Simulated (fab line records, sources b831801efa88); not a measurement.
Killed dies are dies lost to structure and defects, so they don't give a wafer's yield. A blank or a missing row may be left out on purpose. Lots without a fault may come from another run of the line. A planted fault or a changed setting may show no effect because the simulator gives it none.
Which tool did it? | flow gf180mcu | 13 lots, 39 wafers sampled, at 1 step of a route of 602

WHAT THE GAUGES READ, wafer by wafer
GF_CONTACT_THK_MEAS_01. Usual: CONTACT_CVD_00_THK 301 nm, standard deviation 3.4.
lot  | measured     | on            | CONTACT_CVD_00_THK (nm) | flag
L436 | day 15 02:28 | film_metro-02 | 305 304 299             |
L437 | day 15 15:45 | film_metro-04 | 303 302 301             |
L438 | day 16 03:08 | film_metro-03 | 299 306 299             |
L439 | day 16 11:22 | film_metro-03 | 302 299 304             |
L445 | day 18 10:04 | film_metro-03 | 305 306 304             |
L448 | day 19 12:28 | film_metro-04 | 298 294 297             |
L449 | day 19 20:10 | film_metro-03 | 300 304 301             |
L450 | day 20 13:40 | film_metro-02 | 305 296 300             |
L452 | day 21 01:26 | film_metro-02 | 303 304 300             |
L454 | day 21 18:47 | film_metro-03 | 308 305 309             |
L456 | day 22 11:11 | film_metro-04 | 303 302 303             |
L457 | day 22 14:54 | film_metro-04 | 294 302 296             |
L458 | day 23 03:04 | film_metro-04 | 303 302 306             |

WHICH TOOL RAN EACH LOT (tool, then ch and the chambers of the sampled wafers, then the start)
The record holds no process step before these readings.

WHAT THE TOOLS THEMSELVES READ (means of the sampled wafers that have a number; where no wafer has one, the mark that the record gives instead)
The record holds no such reading with a usual standard deviation.

THE ANSWER, worked out from the rows above alone
Rule: a lot is off if the mean of its wafers that have a number lies more than 3 standard deviations from the usual mean. A lot without any number at a reading at which 4 lots or more have one is off too. The other lots that the step has rows for count as sound. The gauges are gone through in route order, then the tools' own readings, and for those a lot's mean is taken as printed above. The first step at which some lot is off is used, and at that step the reading that is off furthest; a lot without a number counts as furthest.
No lot is off at any reading shown: from this, nothing can be told.

WHAT THE SIMULATOR HAD PUT IN
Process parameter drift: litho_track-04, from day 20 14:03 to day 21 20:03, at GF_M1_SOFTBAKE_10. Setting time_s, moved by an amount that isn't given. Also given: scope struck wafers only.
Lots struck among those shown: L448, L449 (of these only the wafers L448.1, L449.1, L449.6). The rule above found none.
